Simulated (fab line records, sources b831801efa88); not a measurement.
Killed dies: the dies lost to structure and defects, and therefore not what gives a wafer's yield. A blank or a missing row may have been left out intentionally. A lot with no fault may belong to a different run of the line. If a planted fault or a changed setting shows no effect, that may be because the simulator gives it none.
8D (eight disciplines) problem report, filled in by code + flow gf180mcu + the parts of the form that need people (team, actions taken, sign-off) are left out

## 1. WHAT WENT WRONG
Mean HV_LDD_4_TW at GF_HV_LDD_TW_MEAS_50: 430 over 6 wafers in 2 lots; fault-free wafers: 564, standard deviation 5.9. That puts it -23 standard deviations away from the usual mean.
First seen on wafer L512.1, day 15 17:59, on film-metro-01. The record has a number at this step for 39 wafers belonging to 13 lots. Rule for "out", or "out of limits": more than 4 standard deviations from the usual mean. Any other wafer with a number is counted as sound.

## 2. WHAT IT IS; WHAT IT IS NOT
| question                    | is                     | is not                                                                                             |
|-----------------------------|------------------------|----------------------------------------------------------------------------------------------------|
| which readings at this step | HV_LDD_4_TW            | -                                                                                                  |
| which lots                  | L512, L514             | L502, L503, L504, L506, L511, L519, L521, L522, L523, L524, L525                                   |
| which wafers of those lots  | all that have a number | -                                                                                                  |
| read on which gauges        | film-metro-01          | film-metro-03, film-metro-04                                                                       |
| when                        | from day 15 17:59      | up to then (15 sound wafers); but 18 sound wafers of L519, L521, L522, L523, L524, L525 came after |

## 3. THE SUSPECTS, EACH WITH WHAT RULES IT OUT
Counting: any tool at a process step up to the reading is kept as a suspect provided that every lot that is out went through it and no sound lot did after the first of them.
- ruled out: the gauge at GF_HV_LDD_TW_MEAS_50. All the wafers that are out were read on film-metro-01, but those of them that GF_HV_LDD_IMPLANT_48 has rows for are out there too, on other tools.
- implanter-03 at GF_HV_LDD_IMPLANT_48: kept. It ran every lot that is out, first L512 (day 15 17:44), and no sound lot after that; its last sound lot up to then is L511 (day 15 05:53). Its own dose-ions-cm2, faraday-current-uA readings are out on those wafers.
Left after counting: implanter-03 at GF_HV_LDD_IMPLANT_48.

## 4. THE CAUSE (what the simulator had put in)
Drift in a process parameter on implanter-03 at GF_HV_LDD_IMPLANT_48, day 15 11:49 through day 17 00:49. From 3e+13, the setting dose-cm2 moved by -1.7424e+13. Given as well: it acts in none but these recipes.
After counting, this tool was the only one left.

## 5. THE EFFECT CHAIN, in route order
Each row: a reading where the mean over the struck wafers with a number is more than 3 standard deviations away from the usual. Readings are gone through only where the record gives a usual standard deviation; hours: the median, over the lots, of the time from a lot's start at the first step in this table giving one to that lot's start at this step; sigmas: the change measured in usual standard deviations.
| hours | step                 | reading            | usual | on struck wafers | change | sigmas      |
|-------|----------------------|--------------------|-------|------------------|--------|-------------|
| 0     | GF_HV_LDD_IMPLANT_48 | dose-ions-cm2      | 3e+13 | 1e+13            | -2e+13 | -99 or more |
| 0     | GF_HV_LDD_IMPLANT_48 | faraday-current-uA | 169   | 71               | -98    | -29         |
| 0     | GF_HV_LDD_TW_MEAS_50 | HV_LDD_4_TW        | 564   | 430              | -134   | -23         |
Its process steps:
- GF_HV_LDD_IMPLANT_48

## 6. HOW IT WOULD HAVE BEEN CAUGHT EARLIER
Counted from the fault's start at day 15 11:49, it took 6 hours until the first out-of-limits reading at a measuring or inspecting step in this record, taken at day 15 17:59.
The tool's own readings at GF_HV_LDD_IMPLANT_48 were out on every struck wafer that the step has a row for (dose-ions-cm2, faraday-current-uA): an alarm limit on them would have fired on the first of those.
Lots out: 2; of these, L514 started GF_HV_LDD_IMPLANT_48 on implanter-03 after day 15 17:59. It would have been spared by a hold on the tool at that moment.
